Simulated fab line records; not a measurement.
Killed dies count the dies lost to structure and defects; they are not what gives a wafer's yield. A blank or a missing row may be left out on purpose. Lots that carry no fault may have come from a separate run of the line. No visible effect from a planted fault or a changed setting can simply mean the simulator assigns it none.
Problem report, 8D (eight disciplines) form, completed by code	flow sky130	the parts of the form that need people (team, actions taken, sign-off) are left out

1. WHAT WENT WRONG
Mean of heater_power_total_W at SKY_SONOS_TUNNEL_SOFTBAKE_03: 55.97 W across 6 wafers in 2 lots; on wafers with no fault it is 56.60 W (standard deviation 0.045). That is -14 standard deviations from the usual mean.
The step: time 60 s.
First observed at day 14 02:57: wafer L155.1, on litho_track-03. Wafers with a number at this step in the record: 42, from 14 lots. By rule, "out" or "out of limits" means more than 4 standard deviations away from the usual mean. The other wafers with a number count as sound.

2. WHAT IT IS, WHAT IT ISN'T
question	is	is not
which readings at this step	heater_power_total_W, plate_temp_C	chill_plate_temp_C
which lots	L155, L156	L145, L146, L147, L148, L149, L152, L154, L157, L162, L164, L167, L168
which wafers of those lots	all that have a number	-
read on which tools	litho_track-03	litho_track-01, litho_track-02
when	from day 14 02:57	up to then (21 sound wafers); but 15 sound wafers of L157, L162, L164, L167, L168 came after

3. SUSPECTS, AND WHAT RULES EACH OUT
Counting: any tool at a process step up to the reading is kept as a suspect provided that every lot that is out went through it and no sound lot did after the first of them.
- litho_track-03 at SKY_SONOS_TUNNEL_SOFTBAKE_03 (time 60 s): ruled out as a lasting fault. After its first lot that is out, L155 (day 14 02:57), sound lots L164, L167 ran on it.
Left after counting: nothing in the record.

4. THE CAUSE (what the simulator had put in)
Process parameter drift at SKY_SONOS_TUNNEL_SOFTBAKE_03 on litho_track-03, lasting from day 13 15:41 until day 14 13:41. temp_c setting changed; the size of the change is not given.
Counting ruled it out, wrongly.

5. THE CHAIN OF EFFECTS, in route order
One row per reading whose mean, taken over the struck wafers that have a number, lies over 3 standard deviations from the usual. Scope: only readings with a usual standard deviation given in the record; hours: median across lots of the time from each lot's start at the first step in this table that gives one to its start at this step; sigmas: change in usual standard deviations.
hours	step	reading	usual	on struck wafers	change	sigmas
0	SKY_SONOS_TUNNEL_SOFTBAKE_03	heater_power_total_W	56.60 W	55.97	-0.63	-14
0	SKY_SONOS_TUNNEL_SOFTBAKE_03	plate_temp_C	89.97 C	89.25	-0.72	-6.0
Its process steps:
- SKY_SONOS_TUNNEL_SOFTBAKE_03: time 60 s.
Later measuring or inspecting steps at which every struck wafer that the step has a row for has a number for every such reading, and none has moved that far: SKY_SONOS_ONO_THK_MEAS_01.

6. WHAT WOULD HAVE CAUGHT IT SOONER
In this record no reading fell out of limits until day 14 02:57, 11 hours after the fault had begun at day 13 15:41.
